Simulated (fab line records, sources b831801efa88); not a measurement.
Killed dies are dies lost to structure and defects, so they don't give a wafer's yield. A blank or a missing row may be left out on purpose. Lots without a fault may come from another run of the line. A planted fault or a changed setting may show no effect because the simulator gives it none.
fab line records | flow sky130
record lots=12 wafers=36 last_day=50
route steps=708 shown METAL2@501 METAL5@664 PAD_OPEN@707
lots that met no fault: from a run of the same line without faults
start_h: hours from the record's first day to the start of the lot's first wafer shown | wait_h: hours since the lot's step before | " the same as in the row above | L1.1+2: a row that stands for several wafers | - no value, or no start given | * or withheld: withheld | < > ~ a bound
route shown NAME@n: a module of which the file shows steps, and the number in the route of the first | usual: mean/standard deviation of fault-free wafers | same: alike in all rows | chamber/n: place in a boat | sites: the reading at each site | _std_site: their standard deviation | _edge_site: outer sites' mean less inner sites' | radius_mm: how far each site lies from the wafer's centre | mask NAME#n: copy n | behind: the tool/chamber that last shaped the wafer | hold: why the lot was held/for how many hours/how that ended | device: the transistor (n, p or np) that didn't switch | end of line: the same wafers' tests at the end of the route | a step without rows: its recipe alone | killed: dies lost to structure and defects at the first sort, not the wafer's yield | map: a wafer's dies, x killed, . not, _ none there
set.NAME: the setting as run; set.NAME@STEP: as run at that earlier step | model.NAME: the simulator's own value behind a step, which no gauge read
steps of the route over a sample of lots; a table a step, a row a wafer
services: from which hour (start_h, from the record's first day; less than 0 if before it) a tool's chamber was out of use, for how many hours, and why
## steps
# step SKY_METAL2_ETCH_18
# recipe chemistry=N2/H2 target=BARC ion_energy_ev=200 bias_w=100 pressure_mtorr=30 n2_flow_sccm=100 h2_flow_sccm=200 icp_w=500 stop_on=SiO2 time_s=45.9 target_depth_a=600
# usual drypump_motor_current_A=5.4/0.32 n2_flow_sccm=100.0/0.3 oes_product_au=0.855/0.0052 throttle_valve_pct=13.225/0.0094
# same time_s=45.9
# columns lot.wafer tool chamber start_h wait_h drypump_motor_current_A n2_flow_sccm oes_product_au rf_hours_counter_h throttle_valve_pct
L922.3 rie_metal-02 0 837.96 0.1 5.2 100.5 0.854 - 13.214
L922.4 " 0 " " 5.2 100.4 0.853 - 13.220
L922.6 " 0 " " 5.2 99.8 0.853 - 13.234
L923.1 rie_metal-01 0 838.24 0.0 6.0 100.0 0.861 15 13.238
L923.3 " 0 " " 6.0 100.5 0.852 - 13.224
L923.5 " 1 " " 5.4 100.0 0.862 - 13.214
L924.4 rie_metal-01 1 848.37 0.1 5.4 100.2 0.851 - 13.226
L924.5 " 1 " " 5.4 99.9 0.855 - 13.227
L924.6 " 1 " " 5.4 100.5 0.865 - 13.237
L925.1 rie_metal-04 0 851.61 0.0 5.9 99.7 0.856 13 13.230
L925.2 " 1 " " 5.0 99.8 0.850 10 13.230
L925.4 " 0 " " 5.8 99.8 0.850 - 13.211
L926.1 rie_metal-04 0 865.53 0.0 5.9 99.8 0.849 13 13.219
L926.3 " 1 " " 5.0 100.9 0.855 - 13.228
L926.6 " 1 " " 4.9 100.9 0.857 - 13.216
L930.1 rie_metal-02 1 887.46 0.0 5.3 100.0 0.851 1 13.213
L930.2 " 0 " " 5.2 99.8 0.852 5 13.223
L930.4 " 0 " " 5.2 99.8 0.863 - 13.233
L931.1 rie_metal-04 1 902.86 0.0 4.9 100.3 0.857 13 13.240
L931.2 " 0 " " 5.8 99.9 0.857 15 13.227
L931.6 " 0 " " 5.8 100.4 0.855 - 13.219
L932.2 rie_metal-01 1 903.72 0.0 5.4 99.7 0.852 3 13.240
L932.5 " 1 " " 5.4 99.6 0.858 - 13.218
L932.6 " 0 " " 6.0 100.2 0.861 - 13.216
L933.1 rie_metal-02 1 918.87 0.0 5.3 99.8 0.854 3 13.241
L933.2 " 0 " " 5.2 100.4 0.860 7 13.244
L933.4 " 1 " " 5.3 99.7 0.853 - 13.248
L935.1 rie_metal-01 1 942.66 0.1 5.4 99.9 0.860 5 13.233
L935.3 " 1 " " 5.4 99.8 0.854 - 13.222
L935.6 " 1 " " 5.4 100.0 0.856 - 13.219
L943.1 rie_metal-02 0 981.76 0.0 5.2 100.2 0.853 10 13.235
L943.3 " 0 " " 5.2 100.0 0.856 - 13.230
L943.4 " 1 " " 5.3 99.7 0.843 - 13.223
L945.2 rie_metal-01 1 988.68 0.0 5.4 99.9 0.856 8 13.215
L945.3 " 1 " " 5.4 100.0 0.849 - 13.222
L945.5 " 1 " " 5.4 100.2 0.854 - 13.229
# step SKY_METAL5_SPUTTER_03
# recipe material=Ti target_thk_nm=5 power_w=3000 time_s=3.3 chamber_pressure_pa=0.4
# usual throttle_valve_pct=30.2/1.1
# same time_s=3.3
# columns lot.wafer tool chamber start_h wait_h throttle_valve_pct
L922.3 pvd_sputter-01 - 1018.28 0.0 29.3
L922.4 " - " " 30.4
L922.6 " - " " 29.0
L923.1 pvd_sputter-04 - 1019.94 0.0 30.4
L923.3 " - " " 28.6
L923.5 " - " " 30.2
L924.4 pvd_sputter-04 - 1027.86 0.0 30.2
L924.5 " - " " 31.5
L924.6 " - " " 28.4
L925.1 pvd_sputter-02 - 1029.37 0.0 32.1
L925.2 " - " " 29.4
L925.4 " - " " 30.9
L926.1 pvd_sputter-04 - 1046.40 0.0 31.4
L926.3 " - " " 29.9
L926.6 " - " " 31.2
L930.1 pvd_sputter-02 - 1066.28 0.0 28.5
L930.2 " - " " 30.9
L930.4 " - " " 29.5
L931.1 pvd_sputter-04 - 1075.65 0.0 29.9
L931.2 " - " " 31.3
L931.6 " - " " 30.0
L932.2 pvd_sputter-01 - 1076.43 0.0 29.2
L932.5 " - " " 31.5
L932.6 " - " " 29.4
L933.1 pvd_sputter-02 - 1093.22 0.0 30.8
L933.2 " - " " 32.0
L933.4 " - " " 29.3
L935.1 pvd_sputter-01 - 1112.91 0.0 30.2
L935.3 " - " " 31.4
L935.6 " - " " 30.4
L943.1 pvd_sputter-02 - 1140.95 0.0 31.9
L943.3 " - " " 29.5
L943.4 " - " " 30.9
L945.2 pvd_sputter-04 - 1147.32 0.0 28.4
L945.3 " - " " 30.2
L945.5 " - " " 30.1
# step SKY_METAL5_METAL_ETCH_15
# recipe target_depth_a=12600 stop_on=SiO2 over_etch_frac=0.2 time_s=252 chemistry=Cl2/BCl3 resist_sidewall_deg=86 pressure_mtorr=10 icp_w=900 bias_w=49.01 Cl2_flow_sccm=60 bcl3_flow_sccm=30
# usual drypump_motor_current_A=5.7/0.51 oes_product_au=0.893/0.0051 throttle_valve_pct=22.264/0.008
# same time_s=252
# columns lot.wafer tool chamber start_h wait_h drypump_motor_current_A oes_product_au rf_hours_counter_h throttle_valve_pct
L922.3 rie_metal-03 1 1040.25 0.1 5.7 0.895 - 22.243
L922.4 " 0 " " 6.4 0.895 - 22.268
L922.6 " 1 " " 5.7 0.898 - 22.271
L923.1 rie_metal-03 0 1041.92 0.0 6.4 0.899 14 22.263
L923.3 " 0 " " 6.4 0.891 - 22.263
L923.5 " 0 " " 6.5 0.889 - 22.252
L924.4 rie_metal-02 1 1049.55 0.1 5.3 0.900 - 22.266
L924.5 " 1 " " 5.3 0.891 - 22.255
L924.6 " 0 " " 5.2 0.900 - 22.248
L925.1 rie_metal-04 0 1051.22 0.0 5.8 0.898 22 22.262
L925.2 " 1 " " 4.9 0.894 21 22.267
L925.4 " 0 " " 5.8 0.895 - 22.264
L926.1 rie_metal-04 1 1068.57 0.0 4.9 0.886 22 22.270
L926.3 " 1 " " 4.9 0.893 - 22.256
L926.6 " 0 " " 5.9 0.901 - 22.247
L930.1 rie_metal-04 1 1087.22 0.0 4.9 0.889 24 22.259
L930.2 " 0 " " 5.8 0.889 24 22.264
L930.4 " 1 " " 4.9 0.900 - 22.258
L931.1 rie_metal-04 1 1096.46 0.0 4.9 0.902 24 22.267
L931.2 " 0 " " 5.8 0.891 25 22.265
L931.6 " 1 " " 4.9 0.892 - 22.254
L932.2 rie_metal-02 0 1096.76 0.0 5.2 0.901 17 22.259
L932.5 " 0 " " 5.2 0.892 - 22.248
L932.6 " 1 " " 5.3 0.895 - 22.263
L933.1 rie_metal-03 1 1113.81 0.0 5.8 0.891 18 22.265
L933.2 " 0 " " 6.4 0.898 20 22.274
L933.4 " 0 " " 6.5 0.894 - 22.275
L935.1 rie_metal-02 0 1132.51 0.0 5.2 0.891 20 22.261
L935.3 " 0 " " 5.2 0.901 - 22.248
L935.6 " 1 " " 5.2 0.897 - 22.260
L943.1 rie_metal-03 0 1159.67 0.0 6.4 0.894 25 22.261
L943.3 " 1 " " 5.8 0.896 - 22.258
L943.4 " 0 " " 6.4 0.898 - 22.269
L945.2 rie_metal-03 1 1165.09 0.1 5.7 0.888 - 22.270
L945.3 " 1 " " 5.8 0.891 - 22.260
L945.5 " 1 " " 5.7 0.901 - 22.252
# step SKY_PAD_OPEN_BOW_MEAS_13
# recipe mode=bow
# usual PAD_OPEN_BOW=49/8.1
# columns lot.wafer tool chamber start_h wait_h PAD_OPEN_BOW[um]
L922.3 film_metro-04 - 1087.18 - 41
L922.4 " - " " 34
L922.6 " - " " 52
L923.1 film_metro-03 - 1088.50 - 50
L923.3 " - " " 49
L923.5 " - " " 44
L924.4 film_metro-04 - 1095.58 - 50
L924.5 " - " " 52
L924.6 " - " " 37
L925.1 film_metro-01 - 1097.22 - 48
L925.2 " - " " 57
L925.4 " - " " 57
L926.1 film_metro-03 - 1113.47 - 35
L926.3 " - " " 42
L926.6 " - " " 42
L930.1 film_metro-04 - 1129.90 - 43
L930.2 " - " " 43
L930.4 " - " " 41
L931.1 film_metro-03 - 1139.37 - 55
L931.2 " - " " 67
L931.6 " - " " 62
L932.2 film_metro-01 - 1139.83 - 55
L932.5 " - " " 47
L932.6 " - " " 41
L933.1 film_metro-03 - 1155.05 - 49
L933.2 " - " " 66
L933.4 " - " " 59
L935.1 film_metro-04 - 1172.37 - 46
L935.3 " - " " 51
L935.6 " - " " 40
L943.1 film_metro-03 - 1196.89 - 49
L943.3 " - " " 57
L943.4 " - " " 50
L945.2 film_metro-04 - 1201.33 - 50
L945.3 " - " " 45
L945.5 " - " " 51
# step SKY_PAD_OPEN_PROBE_99
# usual defect_limited_yield=82.8/1.8 killed_at_M0_to_M3=42/5.8 killed_at_M4_up=3.0/2 killed_at_contacts=24/5.5 killed_at_front_end=15/3.9 killed_at_other=0.3/0.54 killed_dies=85/8.8 killed_open=47/6.8 killed_short=38/5.9 sort_bin_3_pad_short=0.9/0.41 sort_bin_5_function=10.1/1.4 sort_bin_6_memory=6.2/1.2 sort_n_pass=407/8.8 sort_yield_pct=82.8/1.8
# same gross_dies=492 killed_at_back_side=0 sort_bin_4_leakage[%]=0 sort_bin_8_speed[%]=0
# columns lot.wafer tool chamber start_h wait_h defect_limited_yield[%] killed_at_M0_to_M3 killed_at_M4_up killed_at_contacts killed_at_front_end killed_at_other killed_dies killed_open killed_short sort_bin_3_pad_short[%] sort_bin_5_function[%] sort_bin_6_memory[%] sort_n_pass sort_yield_pct[%]
L925.1 prober-02 - 1097.34 0.1 84.3 42 2 22 11 0 77 46 31 0.8 9.3 5.5 415 84.3
L925.2 prober-02 - 1097.39 0.1 83.5 42 5 21 13 0 81 46 35 1.2 10.0 5.3 411 83.5
L925.4 prober-02 - 1097.49 0.2 84.3 37 2 21 17 0 77 48 29 0 10.4 5.3 415 84.3
L926.1 prober-01 - 1113.59 0.1 83.5 48 5 14 14 0 81 40 41 0.8 9.8 5.9 411 83.5
L926.3 prober-01 - 1113.69 0.2 83.3 43 4 21 14 0 82 38 44 1.0 9.8 5.9 410 83.3
L926.6 prober-01 - 1113.84 0.2 84.1 40 1 23 14 0 78 46 32 0.8 10.2 4.9 414 84.1
L930.1 prober-01 - 1130.02 0.1 83.9 44 3 20 12 0 79 39 40 0.6 8.5 6.9 413 83.9
L930.2 prober-01 - 1130.07 0.1 71.5 112 3 15 10 0 140 44 31 5.1 15.9 7.5 352 71.5
L930.4 prober-01 - 1130.17 0.2 70.1 113 0 21 13 0 147 42 35 5.9 17.1 6.9 345 70.1
L932.2 prober-01 - 1139.98 0.1 79.7 45 2 29 24 0 100 52 48 0.8 10.6 8.9 392 79.7
L932.5 prober-01 - 1140.13 0.2 82.5 35 6 28 17 0 86 52 34 1.0 10.4 6.1 406 82.5
L932.6 prober-01 - 1140.18 0.2 81.7 44 5 24 17 0 90 48 42 0.8 12.0 5.5 402 81.7
L933.1 prober-01 - 1155.17 0.1 78.7 47 5 27 25 1 105 55 49 0.4 11.8 9.1 387 78.7
L933.2 prober-01 - 1155.22 0.1 71.3 110 2 16 12 1 141 35 34 5.7 17.3 5.7 351 71.3
L933.4 prober-01 - 1155.32 0.2 82.5 39 3 24 20 0 86 47 39 1.6 9.3 6.5 406 82.5
L935.1 prober-02 - 1172.49 0.1 80.5 45 2 35 14 0 96 51 44 1.4 11.4 6.7 396 80.5
L935.3 prober-02 - 1172.59 0.2 86.4 26 4 23 14 0 67 38 29 0.4 8.3 4.9 425 86.4
L935.6 prober-02 - 1172.74 0.2 83.9 46 2 25 6 0 79 47 32 0.6 10.6 4.9 413 83.9
L945.2 prober-01 - 1201.48 0.1 81.7 46 3 20 20 1 90 48 41 1.4 9.6 7.3 402 81.7
L945.3 prober-01 - 1201.53 0.2 82.5 37 1 28 20 0 86 51 34 0.6 9.8 7.1 406 82.5
L945.5 prober-01 - 1201.63 0.2 82.5 46 1 20 19 0 86 44 41 1.6 8.5 7.3 406 82.5
# killed by level:class
L925.1 VIA1:geometric_particle:open=10 CONTACT:geometric_particle:open=9 VIA3:geometric_particle:open=8 CONTACT:geometric_particle:short=6 VIA2:geometric_particle:open=6 LI_CONTACT:geometric_particle:open=4 METAL1:geometric_particle:short=4 METAL2:geometric_particle:short=4
L925.2 VIA1:geometric_particle:open=11 CONTACT:geometric_particle:open=9 VIA3:geometric_particle:open=7 METAL1:geometric_particle:short=5 VIA1:geometric_particle:short=5 LOCAL_INTERCONNECT:geometric_particle:short=4 LI_CONTACT:geometric_particle:open=4 METAL1:geometric_particle:open=4
L925.4 VIA1:geometric_particle:open=10 CONTACT:geometric_particle:open=9 FIELD_ISO:geometric_particle:short=6 VIA3:geometric_particle:open=6 VIA2:geometric_particle:open=6 LOCAL_INTERCONNECT:geometric_particle:short=4 VIA1:geometric_particle:short=4 FIELD_ISO:geometric_particle:open=3
L926.1 VIA1:geometric_particle:open=12 METAL2:geometric_particle:short=10 POLY_GATE:geometric_particle:short=6 CONTACT:geometric_particle:open=6 METAL1:geometric_particle:short=5 VIA2:geometric_particle:open=4 VIA1:geometric_particle:short=4 VIA3:geometric_particle:open=4
L926.3 VIA1:geometric_particle:short=11 CONTACT:geometric_particle:open=10 LI_CONTACT:geometric_particle:open=6 VIA2:geometric_particle:open=6 FIELD_ISO:geometric_particle:short=5 METAL2:geometric_particle:short=5 POLY_GATE:geometric_particle:short=4 METAL1:geometric_particle:short=4
L926.6 CONTACT:geometric_particle:open=12 VIA2:geometric_particle:open=8 VIA1:geometric_particle:short=6 VIA3:geometric_particle:open=6 METAL1:geometric_particle:short=5 SPACER:geometric_particle:open=4 POLY_GATE:geometric_particle:open=4 LOCAL_INTERCONNECT:geometric_particle:short=4
L930.1 CONTACT:geometric_particle:open=11 VIA2:geometric_particle:open=8 VIA1:geometric_particle:open=7 VIA1:geometric_particle:short=6 METAL1:geometric_particle:short=5 METAL3:geometric_particle:short=5 POLY_GATE:geometric_particle:short=4 VIA3:geometric_particle:open=4
L930.2 METAL2:unspecified=65 VIA1:geometric_particle:open=12 METAL2:geometric_particle:short=8 VIA2:geometric_particle:open=7 VIA3:geometric_particle:open=7 POLY_GATE:geometric_particle:open=4 LI_CONTACT:geometric_particle:short=4 CONTACT:geometric_particle:open=4
L930.4 METAL2:unspecified=70 VIA2:geometric_particle:open=8 CONTACT:geometric_particle:open=7 VIA1:geometric_particle:short=7 VIA1:geometric_particle:open=7 LI_CONTACT:geometric_particle:open=6 METAL1:geometric_particle:short=5 FIELD_ISO:geometric_particle:open=4
L932.2 VIA2:geometric_particle:open=11 LI_CONTACT:geometric_particle:open=9 LOCAL_INTERCONNECT:geometric_particle:short=8 CONTACT:geometric_particle:open=8 FIELD_ISO:geometric_particle:short=7 VIA1:geometric_particle:short=7 FIELD_ISO:geometric_particle:open=6 METAL1:geometric_particle:short=6
L932.5 VIA1:geometric_particle:open=13 CONTACT:geometric_particle:open=11 VIA3:geometric_particle:open=6 LI_CONTACT:geometric_particle:open=5 CONTACT:geometric_particle:short=5 POLY_GATE:geometric_particle:short=4 POLY_GATE:geometric_particle:open=4 VIA2:geometric_particle:open=4
L932.6 VIA3:geometric_particle:open=9 VIA1:geometric_particle:short=8 CONTACT:geometric_particle:open=8 VIA2:geometric_particle:open=7 FIELD_ISO:geometric_particle:open=5 LOCAL_INTERCONNECT:geometric_particle:short=5 POLY_GATE:geometric_particle:open=5 LI_CONTACT:geometric_particle:open=5
L933.1 FIELD_ISO:geometric_particle:open=9 VIA2:geometric_particle:open=9 LI_CONTACT:geometric_particle:open=8 FIELD_ISO:geometric_particle:short=7 CONTACT:geometric_particle:open=7 VIA1:geometric_particle:open=7 VIA3:geometric_particle:open=7 LOCAL_INTERCONNECT:geometric_particle:short=6
L933.2 METAL2:unspecified=72 CONTACT:geometric_particle:open=9 METAL1:geometric_particle:short=9 VIA1:geometric_particle:open=9 CONTACT:geometric_particle:short=5 VIA2:geometric_particle:open=5 VIA3:geometric_particle:open=4 FIELD_ISO:geometric_particle:open=3
L933.4 VIA1:geometric_particle:open=10 CONTACT:geometric_particle:open=9 VIA3:geometric_particle:open=8 FIELD_ISO:geometric_particle:short=5 FIELD_ISO:geometric_particle:open=5 VIA2:geometric_particle:open=5 LI_CONTACT:geometric_particle:open=4 LOCAL_INTERCONNECT:geometric_particle:short=4
L935.1 CONTACT:geometric_particle:open=14 VIA1:geometric_particle:open=9 LI_CONTACT:geometric_particle:open=8 CONTACT:geometric_particle:short=7 METAL1:geometric_particle:short=7 VIA2:geometric_particle:open=7 METAL2:geometric_particle:short=5 METAL3:geometric_particle:short=5
L935.3 VIA1:geometric_particle:open=10 CONTACT:geometric_particle:open=7 LOCAL_INTERCONNECT:geometric_particle:short=5 METAL2:geometric_particle:short=5 FIELD_ISO:geometric_particle:open=4 LI_CONTACT:geometric_particle:open=4 CONTACT:geometric_particle:short=4 LI_CONTACT:geometric_particle:short=3
L935.6 VIA1:geometric_particle:open=12 CONTACT:geometric_particle:open=8 VIA3:geometric_particle:open=7 VIA2:geometric_particle:open=6 CONTACT:geometric_particle:short=5 LI_CONTACT:geometric_particle:open=5 METAL1:geometric_particle:short=5 METAL1:geometric_particle:open=5
L945.2 CONTACT:geometric_particle:open=10 VIA1:geometric_particle:open=9 METAL2:geometric_particle:short=9 POLY_GATE:geometric_particle:short=7 LI_CONTACT:geometric_particle:open=7 VIA3:geometric_particle:open=6 FIELD_ISO:geometric_particle:open=5 VIA1:geometric_particle:short=5
L945.3 LI_CONTACT:geometric_particle:open=9 VIA1:geometric_particle:open=9 CONTACT:geometric_particle:open=8 CONTACT:geometric_particle:short=7 FIELD_ISO:geometric_particle:open=6 POLY_GATE:geometric_particle:open=6 METAL1:geometric_particle:short=4 VIA1:geometric_particle:short=4
L945.5 VIA1:geometric_particle:open=13 METAL2:geometric_particle:short=6 FIELD_ISO:geometric_particle:short=6 LI_CONTACT:geometric_particle:open=6 VIA2:geometric_particle:open=6 VIA2:geometric_particle:short=6 CONTACT:geometric_particle:open=5 METAL1:geometric_particle:short=5
## services
# columns tool chamber start_h hours kind
rie_metal-01 1 820.40 - clean
rie_metal-01 1 820.40 17.4 scheduled_down
rie_metal-01 1 820.40 17.4 vent_cycle
pvd_sputter-04 - 826.58 7.5 repair
rie_metal-02 1 830.00 - clean
rie_metal-02 1 830.00 17.8 scheduled_down
rie_metal-02 1 830.00 17.8 vent_cycle
rie_metal-01 - 839.89 2.8 pm
rie_metal-04 - 844.55 2.8 pm
pvd_sputter-02 - 845.09 110.0 repair
rie_metal-01 0 845.45 16.1 repair
pvd_sputter-04 1 865.39 - consumable_replace:kit
rie_metal-04 0 892.59 2.8 repair
rie_metal-04 - 980.03 15.6 pm
rie_metal-01 - 981.74 4.0 pm
rie_metal-04 0 1007.15 11.3 repair
rie_metal-01 0 1012.35 20.0 repair
rie_metal-03 - 1085.98 0.7 repair
rie_metal-04 0 1098.64 - clean
rie_metal-04 0 1098.64 23.0 scheduled_down
rie_metal-04 0 1098.64 23.0 vent_cycle
rie_metal-03 1 1103.46 8.5 repair
rie_metal-03 0 1161.82 21.7 repair
pvd_sputter-02 - 1162.74 4.4 repair
## key
first_sign step=SKY_PAD_OPEN_PROBE_99 reading=killed_at_M0_to_M3 direction=up sigmas=12 usual=42 struck=112
effect step=SKY_PAD_OPEN_PROBE_99 reading=sort_bin_3_pad_short direction=up sigmas=12 usual=0.9 struck=5.6
met_at SKY_METAL2_ETCH_18
struck_lots L930,L933
struck_wafers L930.2,L930.4,L933.2
not_acting_at SKY_METAL5_SPUTTER_03,SKY_METAL5_METAL_ETCH_15,SKY_PAD_OPEN_BOW_MEAS_13
onset_between 837.96 887.46
fault kind=chamber_particle_source tool=rie_metal-02 chamber=0 onset_h=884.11 steps=SKY_METAL2_ETCH_18 rate_per_visit_cm2=2.2376 end_h=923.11
